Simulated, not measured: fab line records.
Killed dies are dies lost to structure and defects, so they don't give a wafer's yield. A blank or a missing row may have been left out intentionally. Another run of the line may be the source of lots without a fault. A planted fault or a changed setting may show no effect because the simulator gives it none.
fab line records -- flow sky130
[record] lots = 11, wafers = 33, lastDay = 49
route steps=708 shown FIELD_ISO@15 GATE_OXIDE@188 VIA1@459 VIA2@509 PAD_OPEN@708
lots that met no fault: taken from a fault-free run of the same line
startH: the number of hours between the record's first day and the start of the first shown wafer of the lot -- waitH: how many hours have passed since the lot's step before this one -- " same as the row above -- L1.1+2: a single row standing in for several wafers -- - value missing, or start not given -- * or withheld: withheld -- < > ~ a bound
route shown NAME@n: NAME is a module with steps in the file, n the number in the route of the first one -- usual: average and standard deviation across the fault-free wafers -- same: alike in all rows -- chamber/n: place in a boat -- sites: the reading at each site -- _std_site: how widely they spread, as a standard deviation -- _edge_site: the outer-site mean with the inner-site mean subtracted -- radiusMm: for every site, how far away it sits from the centre of the wafer -- mask NAME#n: copy n -- behind: the last tool/chamber to shape the wafer -- hold: reason for holding the lot/hours on hold/outcome of the hold -- device: names the non-switching transistor (n, p or np) -- end of line: the tests these same wafers got at the end of their route -- for a step that has no rows: nothing shown but its recipe -- killed: dies that structure and defects cost at the first sort, which is not the same as the wafer's yield -- map: a wafer's dies, marking killed ones x, the rest . and places with no die _
set.NAME: setting as actually run; set.NAME@STEP: the setting as run at that earlier step -- model.NAME: the simulator's own value behind a step, which no gauge read
a sample of lots followed through the steps of the route, with each step as a table and each wafer as a row
services: the hour from which a tool's chamber was out of use, counted from the record's first day as startH (under 0 if before that day), plus the number of hours and why
[[steps]]
[step SKY_FIELD_ISO_ETCH_14]
[recipe] chemistry = N2/H2, target = BARC, ionEnergyEv = 200, sourceW = 500, biasW = 100, pressureMtorr = 30, n2FlowSccm = 100, h2FlowSccm = 200, stopOn = SiO2, timeS = 45.9, targetDepthA = 600
[usual] drypumpMotorCurrentA = 5.9/0.48, oesProductAu = 0.854/0.0043, throttleValvePct = 13.224/0.0084
lot.wafer,tool,chamber,startH,waitH,drypumpMotorCurrentA,oesProductAu,rfHoursCounterH,throttleValvePct
L319.1,rieDiel-02,0,29.91,0.1,5.5,0.866,172,13.214
L319.2,rieDiel-02,1,29.91,0.1,5.8,0.854,137,13.230
L319.4,rieDiel-02,0,29.91,0.1,5.4,0.855,-,13.208
L320.2,rieDiel-04,1,33.31,0.1,6.3,0.861,107,13.220
L320.4,rieDiel-04,0,33.31,0.1,6.2,0.854,97,13.209
L320.5,rieDiel-04,2,33.31,0.1,5.5,0.853,-,13.220
L321.1,rieDiel-01,3,38.73,0.1,6.3,0.860,90,13.237
L321.3,rieDiel-01,1,38.73,0.1,5.7,0.851,145,13.213
L321.5,rieDiel-01,3,38.73,0.1,6.4,0.854,-,13.223
L323.2,rieDiel-01,0,49.76,0.1,5.5,0.850,120,13.220
L323.3,rieDiel-01,1,49.76,0.1,5.7,0.856,145,13.236
L323.6,rieDiel-01,2,49.76,0.1,6.3,0.851,-,13.219
L324.1,rieDiel-02,0,55.78,0.1,5.4,0.850,173,13.228
L324.5,rieDiel-02,2,55.78,0.1,6.3,0.850,-,13.223
L324.6,rieDiel-02,3,55.78,0.1,6.4,0.851,-,13.227
L325.2,rieDiel-02,2,61.01,0.1,6.3,0.857,34,13.225
L325.4,rieDiel-02,1,61.01,0.1,5.8,0.854,137,13.232
L325.6,rieDiel-02,0,61.01,0.1,5.4,0.852,-,13.231
L326.2,rieDiel-01,2,65.62,0.1,6.3,0.856,140,13.232
L326.4,rieDiel-01,0,65.62,0.1,5.5,0.858,120,13.225
L326.5,rieDiel-01,0,65.62,0.1,5.5,0.858,-,13.232
L331.2,rieDiel-02,2,91.72,0.1,6.3,0.859,34,13.219
L331.3,rieDiel-02,1,91.72,0.1,5.9,0.853,138,13.216
L331.4,rieDiel-02,3,91.72,0.1,6.4,0.855,-,13.212
L333.2,rieDiel-04,0,108.18,0.1,6.2,0.859,98,13.228
L333.5,rieDiel-04,2,108.18,0.1,5.5,0.854,-,13.225
L333.6,rieDiel-04,3,108.18,0.1,4.9,0.846,-,13.221
L336.2,rieDiel-01,3,117.78,0.1,6.3,0.854,91,13.220
L336.3,rieDiel-01,2,117.78,0.1,6.3,0.856,141,13.224
L336.5,rieDiel-01,2,117.78,0.1,6.3,0.852,-,13.224
L340.2,rieDiel-01,1,137.71,0.1,5.7,0.854,147,13.222
L340.4,rieDiel-01,3,137.71,0.1,6.3,0.858,92,13.235
L340.5,rieDiel-01,0,137.71,0.1,5.4,0.851,-,13.233
[step SKY_GATE_OXIDE_OXIDATION_01]
[recipe] tempC = 900, ambient = O2, stabiliseS = 600, purgeS = 300, targetThkA = 102.68, oxTimeS = 1473
[usual] spikeTcBottomC = 919.3/2.2, spikeTcCentreC = 901.1/0.95, spikeTcLowerC = 900.6/1, spikeTcTopC = 913.3/1.3, spikeTcUpperC = 899.8/1.1, tubeCenterTempC = 900.01/0.078, tube_center_temp_C_max = 902.3/0.37, zonePowerBottomPct = 28.5/1, zonePowerCentrePct = 18.88/0.24, zonePowerLowerPct = 18.77/0.19, zonePowerTopPct = 33.2/1.4, zonePowerUpperPct = 20.2/0.31
[same] purgeS = 300
lot.wafer,tool,chamber,startH,waitH,spikeTcBottomC,spikeTcCentreC,spikeTcLowerC,spikeTcTopC,spikeTcUpperC,tubeCenterTempC,tube_center_temp_C_max,zonePowerBottomPct,zonePowerCentrePct,zonePowerLowerPct,zonePowerTopPct,zonePowerUpperPct
L319.1,furnace-02,0,273.96,0.0,918.6,901.2,902.1,910.0,898.2,899.86,901.9,29.9,18.64,18.58,34.9,19.9
L319.2,furnace-02,0,273.96,0.0,915.5,900.0,898.8,909.4,900.9,900.1,902.4,30.5,18.39,19.07,36.1,20.1
L319.4,furnace-02,0,273.96,0.0,915.7,900.5,901.8,910.0,899.6,900.04,901.8,30.3,19.04,18.42,35.2,19.8
L320.2,furnace-01,0,284.48,0.5,921.6,901.5,901.3,913.2,899.9,900.02,902.5,27.9,18.98,19.05,32.4,20.1
L320.4,furnace-01,0,284.48,0.5,920.8,901.2,899.7,913.8,898.0,900,902.2,27.8,18.89,18.26,32.2,20.3
L320.5,furnace-01,0,284.48,0.5,921.6,903.4,902.2,912.1,900.8,899.94,902.1,28.1,18.92,19.17,32.1,20.0
L321.1,furnace-01,0,294.31,0.1,921.0,901.4,899.3,913.9,899.2,899.85,902.0,27.8,18.98,18.81,32.4,20.4
L321.3,furnace-01,0,294.31,0.1,921.1,901.6,899.6,914.1,900.1,900.04,902.0,27.9,18.81,18.88,32.6,20.6
L321.5,furnace-01,0,294.31,0.1,920.0,903.2,901.5,913.4,900.6,899.97,902.6,28.0,19.22,19.15,32.0,20.0
L323.2,furnace-02,0,309.20,0.0,916.8,899.0,899.5,912.9,898.0,900.09,902.6,30.4,18.95,18.97,35.1,20.0
L323.3,furnace-02,0,309.20,0.0,916.9,901.4,902.0,911.7,899.2,900,902.6,30.1,18.51,19.09,35.0,19.8
L323.6,furnace-02,0,309.20,0.0,914.6,902.4,899.7,913.0,898.0,900.12,902.4,30.0,18.59,18.52,35.3,20.0
L324.1,furnace-01,0,317.11,1.9,920.5,899.6,900.6,913.7,900.8,900.06,902.0,28.1,19.02,18.48,32.3,20.5
L324.5,furnace-01,0,317.11,1.9,920.2,900.9,900.8,913.9,899.0,900.01,902.4,27.6,19.09,18.77,32.3,20.5
L324.6,furnace-01,0,317.11,1.9,919.5,900.4,900.7,914.2,898.3,899.93,902.1,28.3,18.82,19.01,31.8,20.4
L325.2,furnace-02,0,327.54,1.2,914.6,900.0,900.9,911.0,899.1,900.06,902.5,30.1,18.83,19.10,35.4,20.4
L325.4,furnace-02,0,327.54,1.2,917.0,900.1,900.9,910.4,899.2,900.07,903.0,30.4,18.81,18.54,35.2,19.4
L325.6,furnace-02,0,327.54,1.2,916.5,902.2,898.9,914.1,901.0,899.91,902.1,30.0,18.74,18.63,34.6,19.4
L326.2,furnace-01,0,340.72,1.0,921.4,900.9,900.1,914.1,901.1,900.06,902.1,27.7,18.99,18.69,31.7,20.6
L326.4,furnace-01,0,340.72,1.0,919.9,901.6,900.8,914.7,900.1,900.06,902.1,27.9,18.86,19.02,32.5,20.5
L326.5,furnace-01,0,340.72,1.0,920.8,899.9,900.9,914.3,900.2,900,902.2,27.9,18.80,18.87,32.4,20.0
L331.2,furnace-02,0,385.71,3.0,916.4,902.2,900.4,912.8,900.5,900.01,902.3,30.1,18.43,18.95,35.2,20.1
L331.3,furnace-02,0,385.71,3.0,919.0,900.0,902.3,912.0,901.2,900.07,901.8,30.5,18.82,18.55,35.4,19.5
L331.4,furnace-02,0,385.71,3.0,915.0,899.9,900.3,911.4,898.3,900.11,902.7,30.5,18.43,19.13,35.4,20.1
L333.2,furnace-01,0,420.56,0.0,842.4,821.5,821.5,835.0,819.9,820.31,822.5,22.8,15.62,15.47,28.2,17.0
L333.5,furnace-01,0,420.56,0.0,842.6,822.8,821.6,836.2,821.2,820.4,823.2,22.9,15.72,15.31,27.3,16.9
L333.6,furnace-01,0,420.56,0.0,842.6,822.4,820.5,836.2,821.1,820.22,822.9,22.4,15.97,15.75,28.2,16.6
L336.2,furnace-01,0,421.98,0.0,841.4,820.1,819.5,836.4,819.7,820.37,822.7,23.2,15.83,15.25,28.3,16.9
L336.3,furnace-01,0,421.98,0.0,842.7,820.4,819.5,836.0,821.3,820.46,822.5,23.3,15.87,15.53,27.9,16.7
L336.5,furnace-01,0,421.98,0.0,841.2,821.0,821.0,836.4,819.7,820.37,822.2,23.0,15.88,15.39,28.3,16.7
L340.2,furnace-02,0,442.85,1.0,916.5,900.4,900.9,912.6,898.4,899.95,902.5,30.1,18.98,18.64,35.8,20.0
L340.4,furnace-02,0,442.85,1.0,916.9,900.3,901.1,910.7,899.8,900.09,902.2,30.2,18.38,18.98,34.9,19.7
L340.5,furnace-02,0,442.85,1.0,916.0,899.0,899.3,913.4,900.5,900.16,902.1,30.0,18.53,18.49,35.0,19.8
[step SKY_GATE_OXIDE_THK_MEAS_02]
[recipe] reads = SiO2_of_GATE_OXIDE_OXIDATION_01
[usual] GATE_OXIDE_OXIDATION_00_THK = 10.28/0.19
lot.wafer,tool,chamber,startH,waitH,GATE_OXIDE_OXIDATION_00_THK[nm]
L319.1,filmMetro-02,-,275.37,0.0,10.29
L319.2,filmMetro-02,-,275.37,0.0,10.46
L319.4,filmMetro-02,-,275.37,0.0,10.57
L320.2,filmMetro-02,-,285.90,0.0,10.05
L320.4,filmMetro-02,-,285.90,0.0,10.09
L320.5,filmMetro-02,-,285.90,0.0,9.81
L321.1,filmMetro-01,-,295.72,0.0,9.99
L321.3,filmMetro-01,-,295.72,0.0,10.11
L321.5,filmMetro-01,-,295.72,0.0,10.04
L323.2,filmMetro-03,-,310.62,0.0,10.14
L323.3,filmMetro-03,-,310.62,0.0,10.06
L323.6,filmMetro-03,-,310.62,0.0,10.22
L324.1,filmMetro-02,-,318.52,0.0,10.06
L324.5,filmMetro-02,-,318.52,0.0,9.83
L324.6,filmMetro-02,-,318.52,0.0,10.08
L325.2,filmMetro-03,-,328.96,0.0,10.28
L325.4,filmMetro-03,-,328.96,0.0,10.13
L325.6,filmMetro-03,-,328.96,0.0,10.27
L326.2,filmMetro-03,-,342.13,0.0,10.40
L326.4,filmMetro-03,-,342.13,0.0,10.25
L326.5,filmMetro-03,-,342.13,0.0,10.23
L331.2,filmMetro-01,-,387.13,0.0,10.25
L331.3,filmMetro-01,-,387.13,0.0,10.27
L331.4,filmMetro-01,-,387.13,0.0,10.28
L333.2,filmMetro-03,-,421.98,0.0,4.08
L333.5,filmMetro-03,-,421.98,0.0,4.02
L333.6,filmMetro-03,-,421.98,0.0,3.92
L336.2,filmMetro-03,-,423.46,0.1,3.93
L336.3,filmMetro-03,-,423.46,0.1,3.80
L336.5,filmMetro-03,-,423.46,0.1,3.73
L340.2,filmMetro-03,-,444.27,0.0,9.92
L340.4,filmMetro-03,-,444.27,0.0,10.09
L340.5,filmMetro-03,-,444.27,0.0,10.17
[step SKY_VIA1_THK_MEAS_01]
[recipe] reads = SiO2_of_VIA1_HDPCVD_00
[usual] VIA1_HDPCVD_THK = 998/10
lot.wafer,tool,chamber,startH,waitH,VIA1_HDPCVD_THK[nm]
L319.1,filmMetro-03,-,763.49,0.1,992
L319.2,filmMetro-03,-,763.49,0.1,1011
L319.4,filmMetro-03,-,763.49,0.1,1008
L320.2,filmMetro-04,-,768.60,0.1,990
L320.4,filmMetro-04,-,768.60,0.1,990
L320.5,filmMetro-04,-,768.60,0.1,1006
L321.1,filmMetro-03,-,771.01,0.1,989
L321.3,filmMetro-03,-,771.01,0.1,1001
L321.5,filmMetro-03,-,771.01,0.1,1009
L323.2,filmMetro-04,-,788.19,0.1,990
L323.3,filmMetro-04,-,788.19,0.1,979
L323.6,filmMetro-04,-,788.19,0.1,993
L324.1,filmMetro-03,-,811.75,0.2,1003
L324.5,filmMetro-03,-,811.75,0.2,1017
L324.6,filmMetro-03,-,811.75,0.2,1011
L325.2,filmMetro-04,-,813.38,0.1,1003
L325.4,filmMetro-04,-,813.38,0.1,1005
L325.6,filmMetro-04,-,813.38,0.1,981
L326.2,filmMetro-04,-,821.44,0.1,976
L326.4,filmMetro-04,-,821.44,0.1,981
L326.5,filmMetro-04,-,821.44,0.1,976
L331.2,filmMetro-01,-,858.91,0.1,1012
L331.3,filmMetro-01,-,858.91,0.1,988
L331.4,filmMetro-01,-,858.91,0.1,1000
L333.2,filmMetro-04,-,893.93,0.1,1003
L333.5,filmMetro-04,-,893.93,0.1,1006
L333.6,filmMetro-04,-,893.93,0.1,1023
L336.2,filmMetro-03,-,898.18,0.1,991
L336.3,filmMetro-03,-,898.18,0.1,994
L336.5,filmMetro-03,-,898.18,0.1,989
L340.2,filmMetro-03,-,912.52,0.1,1008
L340.4,filmMetro-03,-,912.52,0.1,1001
L340.5,filmMetro-03,-,912.52,0.1,999
[step SKY_VIA2_CMP_02]
[recipe] material = SiO2, downForcePsi = 4, platenRpm = 60, padVelocityMS = 0.94248
[usual] motorCurrentA = 12.1/1.6
lot.wafer,tool,chamber,startH,waitH,motorCurrentA
L319.2,cmp-02,3,818.97,0.0,11.7
L319.1,cmp-02,1,818.97,0.0,11.5
L319.4,cmp-02,2,818.97,0.0,10.0
L320.2,cmp-02,1,824.52,0.0,11.6
L320.4,cmp-02,0,824.52,0.0,13.5
L320.5,cmp-02,1,824.52,0.0,11.5
L321.1,cmp-02,3,827.52,0.1,11.9
L321.3,cmp-02,0,827.52,0.1,12.3
L321.5,cmp-02,0,827.52,0.1,13.2
L323.2,cmp-01,0,844.75,0.1,15.6
L323.3,cmp-01,1,844.75,0.1,10.9
L323.6,cmp-01,0,844.75,0.1,14.7
L324.1,cmp-01,2,867.91,0.2,13.0
L324.5,cmp-01,3,867.91,0.2,10.8
L324.6,cmp-01,0,867.91,0.2,15.2
L325.4,cmp-01,3,869.21,0.0,10.4
L325.2,cmp-01,0,869.21,0.0,15.2
L325.6,cmp-01,0,869.21,0.0,14.7
L326.2,cmp-01,1,876.44,0.1,11.1
L326.4,cmp-01,2,876.44,0.1,13.7
L326.5,cmp-01,3,876.44,0.1,10.6
L331.2,cmp-01,0,912.92,0.3,15.1
L331.4,cmp-01,1,912.92,0.3,11.3
L331.3,cmp-01,2,912.92,0.3,13.5
L333.2,cmp-02,0,947.32,0.1,13.4
L333.6,cmp-02,3,947.32,0.1,11.5
L333.5,cmp-02,0,947.32,0.1,13.4
L336.3,cmp-02,1,952.69,0.0,11.5
L336.2,cmp-02,3,952.69,0.0,11.4
L336.5,cmp-02,2,952.69,0.0,9.5
L340.4,cmp-02,0,963.01,0.2,13.3
L340.2,cmp-02,1,963.01,0.2,12.4
L340.5,cmp-02,3,963.01,0.2,11.7
[step SKY_PAD_OPEN_PROBE_99]
[usual] killed_at_M0_to_M3 = 43/6.5, killed_at_M4_up = 3.1/1.8, killedAtContacts = 24/4.8, killedAtFrontEnd = 15/4.7, killedAtOther = 0.3/0.58, killedDies = 86/8.6, killedOnRim = 17/4.1, killedOpen = 47/6.7, killedShort = 39/6.1
[same] grossDies = 492, killedAtBackSide = 0
lot.wafer,tool,chamber,startH,waitH,killed_at_M0_to_M3,killed_at_M4_up,killedAtContacts,killedAtFrontEnd,killedAtOther,killedDies,killedOnRim,killedOpen,killedShort
L333.2,prober-01,-,1168.75,0.1,48,3,19,10,0,80,15,47,33
L333.5,prober-01,-,1168.90,0.2,61,2,26,9,0,98,26,53,45
L333.6,prober-01,-,1168.95,0.2,49,6,18,14,0,87,22,47,40
L336.2,prober-01,-,1176.09,0.1,53,0,23,17,0,93,22,51,42
L336.3,prober-01,-,1176.14,0.2,49,2,13,11,2,77,14,44,33
L336.5,prober-01,-,1176.24,0.2,36,5,21,12,1,75,18,37,38
// killed by level:class
L333.2 VIA1:geometricParticle:open=17 VIA2:geometricParticle:open=8 VIA1:geometricParticle:short=6 LI_CONTACT:geometricParticle:open=5 CONTACT:geometricParticle:short=5 VIA3:geometricParticle:open=5 CONTACT:geometricParticle:open=4 FIELD_ISO:geometricParticle:short=3
L333.5 VIA1:geometricParticle:open=17 CONTACT:geometricParticle:open=9 VIA2:geometricParticle:open=8 CONTACT:geometricParticle:short=6 VIA3:geometricParticle:open=6 LOCAL_INTERCONNECT:geometricParticle:short=5 METAL1:geometricParticle:short=5 METAL2:geometricParticle:short=5
L333.6 VIA1:geometricParticle:open=11 VIA1:geometricParticle:short=6 LI_CONTACT:geometricParticle:open=6 METAL1:geometricParticle:short=6 METAL2:geometricParticle:short=5 CONTACT:geometricParticle:open=4 POLY_GATE:geometricParticle:open=4 POLY_GATE:geometricParticle:short=4
L336.2 VIA1:geometricParticle:open=13 LI_CONTACT:geometricParticle:open=8 METAL2:geometricParticle:short=6 VIA1:geometricParticle:short=6 METAL1:geometricParticle:short=6 METAL1:geometricParticle:open=5 VIA3:geometricParticle:open=5 FIELD_ISO:geometricParticle:open=4
L336.3 VIA1:geometricParticle:open=10 METAL1:geometricParticle:short=9 VIA2:geometricParticle:open=9 CONTACT:geometricParticle:open=8 POLY_GATE:geometricParticle:open=5 VIA2:geometricParticle:short=5 VIA3:geometricParticle:open=5 POLY_GATE:geometricParticle:short=4
L336.5 VIA1:geometricParticle:open=7 CONTACT:geometricParticle:open=6 VIA3:geometricParticle:open=6 VIA1:geometricParticle:short=5 POLY_GATE:geometricParticle:short=4 METAL4:geometricParticle:short=4 LI_CONTACT:geometricParticle:open=4 CONTACT:geometricParticle:short=4
[[services]]
tool,chamber,startH,hours,kind
cmp-02,-,37.96,1.9,repair
furnace-01,-,65.29,22.9,repair
cmp-02,-,76.18,5.0,repair
furnace-01,-,97.70,3.9,pm
furnace-01,-,144.73,3.3,pm
cmp-02,-,170.90,4.5,pm
cmp-02,-,188.93,0.9,repair
furnace-01,-,220.67,8.2,pm
cmp-02,-,228.80,13.8,pm
cmp-02,-,242.61,4.0,pm
cmp-02,-,258.96,5.0,pm
cmp-02,-,298.76,0.4,repair
furnace-01,-,312.77,3.1,pm
cmp-02,-,353.82,1.3,repair
cmp-02,-,355.71,0.2,repair
furnace-01,-,379.52,3.5,pm
cmp-02,-,386.62,0.7,repair
cmp-02,-,406.82,1.1,repair
furnace-01,-,480.38,3.7,pm
furnace-01,-,492.77,24.1,pm
cmp-02,-,512.80,0.7,repair
cmp-02,-,539.90,5.1,pm
cmp-02,-,582.80,4.0,pm
cmp-02,-,584.21,1.5,repair
[[key]]
[firstSign] step = SKY_GATE_OXIDE_OXIDATION_01, reading = tubeCenterTempC, direction = down, sigmas = 99+, usual = *, struck = *
[effect] step = SKY_GATE_OXIDE_OXIDATION_01, reading = tube_center_temp_C_max, direction = down, sigmas = 99+, usual = *, struck = *
[effect] step = SKY_GATE_OXIDE_THK_MEAS_02, reading = GATE_OXIDE_OXIDATION_00_THK, direction = down, sigmas = 33, usual = 10.28, struck = 3.91
metAt SKY_GATE_OXIDE_OXIDATION_01
struckLots L333,L336
testerLeftOut L333,L336
notActingAt SKY_FIELD_ISO_ETCH_14,SKY_VIA1_THK_MEAS_01,SKY_VIA2_CMP_02
onsetBetween 340.72 420.56
[fault] kind = processParameterDrift, tool = furnace-01, chamber = -, onsetH = 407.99, steps = SKY_GATE_OXIDE_OXIDATION_01, channel = tempC, offset = *, shape = step, endH = 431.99, actsIn = *, stated = *
// testerLeftOut: of these lots the tester's yield and bins aren't shown, on N5 and GAA mostly nor the transistor test; their killed dies are dies lost to structure and defects alone, not to doping, threshold or leakage, so they don't give the yield
